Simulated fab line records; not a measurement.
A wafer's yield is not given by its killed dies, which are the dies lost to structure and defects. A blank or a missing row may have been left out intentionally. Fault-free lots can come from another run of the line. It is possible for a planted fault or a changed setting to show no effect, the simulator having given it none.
Which tool was responsible? | flow gf180mcu | 6 lots, 18 wafers sampled, at 1 step of a route of 602

== WHAT THE GAUGES SHOWED, per wafer ==
GF_STI_THK_MEAS_04.
lot  | measured    | on            | STI_CVD_03_THK (nm)
L679 | day 2 01:11 | film_metro-04 | 208.6 209.8 210.3
L682 | day 2 14:34 | film_metro-04 | 206.1 207.7 207.5
L685 | day 3 05:43 | film_metro-04 | 207.7 205.9 205.7
L691 | day 4 13:07 | film_metro-04 | 206.6 207.9 208.3
L696 | day 5 12:34 | film_metro-03 | 207.7 208.0 210.2
L699 | day 6 03:35 | film_metro-03 | 209.2 209.9 207.7

== WHAT TOOL EACH LOT RAN ON (gives the tool, then ch and the chambers of the sampled wafers, and finally the start) ==
No process step before these readings appears in the record.

== THE ANSWER, worked out from the rows above alone ==
Rule: the usual values come from the lots themselves. Put in order of their means at a reading, lots are off if they are a third of the lots or fewer, leave a main group of 4 or more, and stand apart from it by a gap of 3 or more times the standard deviation of the main group's means; of several such gaps the widest counts. Not used: any main group whose means are identical at the precision the tables above print for the reading. Also off: a lot with no number at a reading for which 4 or more lots have one. Any other lot the step has rows for is counted as sound.
Across all readings shown, no lot is off: no conclusion can be drawn from this.

== WHAT THE SIMULATOR HAD PUT IN ==
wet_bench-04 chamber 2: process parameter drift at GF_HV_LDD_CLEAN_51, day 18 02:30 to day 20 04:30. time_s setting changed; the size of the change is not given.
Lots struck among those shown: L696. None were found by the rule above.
